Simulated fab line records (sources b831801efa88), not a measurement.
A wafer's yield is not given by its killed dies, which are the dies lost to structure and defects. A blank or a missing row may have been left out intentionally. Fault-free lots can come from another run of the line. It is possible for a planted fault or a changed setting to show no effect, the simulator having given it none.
The tool behind it: which one? | flow sky130 | 42 wafers sampled from 14 lots at 1 step of a route of 708

## WHAT THE GAUGES SHOWED, per wafer
The record lacks any reading of a measuring or inspecting step that a usual standard deviation could be used to judge.

## WHAT TOOL EACH LOT RAN ON (gives the tool, then ch and the chambers of the sampled wafers, and finally the start)
lot  | SKY_LDD_HVP_EXPOSE_04
L673 | ilineStepper-02 ch 0, day 21 17:35
L674 | ilineStepper-02 ch 0, day 21 18:52
L675 | ilineStepper-01 ch 0, day 22 02:43
L677 | ilineStepper-02 ch 0, day 22 20:53
L678 | ilineStepper-02 ch 0, day 23 15:22
L687 | ilineStepper-01, day 26 08:50
L688 | ilineStepper-02, day 26 23:22
L689 | ilineStepper-02 ch 0, day 27 03:49
L690 | ilineStepper-02 ch 0, day 27 15:07
L691 | ilineStepper-01 ch 0, day 27 20:48
L692 | ilineStepper-02 ch 0, day 28 00:37
L693 | ilineStepper-01 ch 0, day 28 05:47
L694 | ilineStepper-02 ch 0, day 28 23:16
L695 | ilineStepper-01 ch 0, day 29 02:24
- SKY_LDD_HVP_EXPOSE_04: exposes mask HVPTM, target cd 700 nm.

## WHAT THE TOOLS THEMSELVES READ (means of the sampled wafers that have a number; where no wafer has one, the mark that the record gives instead)
SKY_LDD_HVP_EXPOSE_04. Usual: exposureDoseMJCm2 86.01, standard deviation 0.085; focusOffsetNm 0.0 nm, standard deviation 0.51.
lot  | tool            | exposureDoseMJCm2 | focusOffsetNm (nm) | flag
L673 | ilineStepper-02 | 86.04             | 0.1                | 
L674 | ilineStepper-02 | 86.11             | -0.3               | 
L675 | ilineStepper-01 | 86.05             | -0.3               | 
L677 | ilineStepper-02 | 86.04             | 0.1                | 
L678 | ilineStepper-02 | 86.08             | 0.1                | 
L687 | ilineStepper-01 | -                 | -                  | OFF
L688 | ilineStepper-02 | -                 | -                  | OFF
L689 | ilineStepper-02 | 86.13             | 0.7                | 
L690 | ilineStepper-02 | 85.93             | 0.8                | 
L691 | ilineStepper-01 | 85.92             | -0.0               | 
L692 | ilineStepper-02 | 86.05             | 0.4                | 
L693 | ilineStepper-01 | 86.09             | -0.1               | 
L694 | ilineStepper-02 | 86.01             | 0.0                | 
L695 | ilineStepper-01 | 85.96             | 0.7                | 

## THE ANSWER, worked out from the rows above alone
Rule: a lot is off if the mean of its wafers that have a number lies more than 3 standard deviations from the usual mean. A lot without any number at a reading at which 4 lots or more have one is off too. The other lots that the step has rows for count as sound. Order of review: gauges by route order, followed by the tools' own readings, for which a lot's mean as printed above is used. At the first step where some lot is off, the reading lying furthest off is the one used; lots without a number count as furthest.
Off at SKY_LDD_HVP_EXPOSE_04 (exposureDoseMJCm2): L687, L688. Without a number there: L687, L688.
A tool fits if, at that step or a process step before it, it ran every lot that is off, and no sound lot after the first of them. None of those tried fits.

## WHAT THE SIMULATOR PUT IN
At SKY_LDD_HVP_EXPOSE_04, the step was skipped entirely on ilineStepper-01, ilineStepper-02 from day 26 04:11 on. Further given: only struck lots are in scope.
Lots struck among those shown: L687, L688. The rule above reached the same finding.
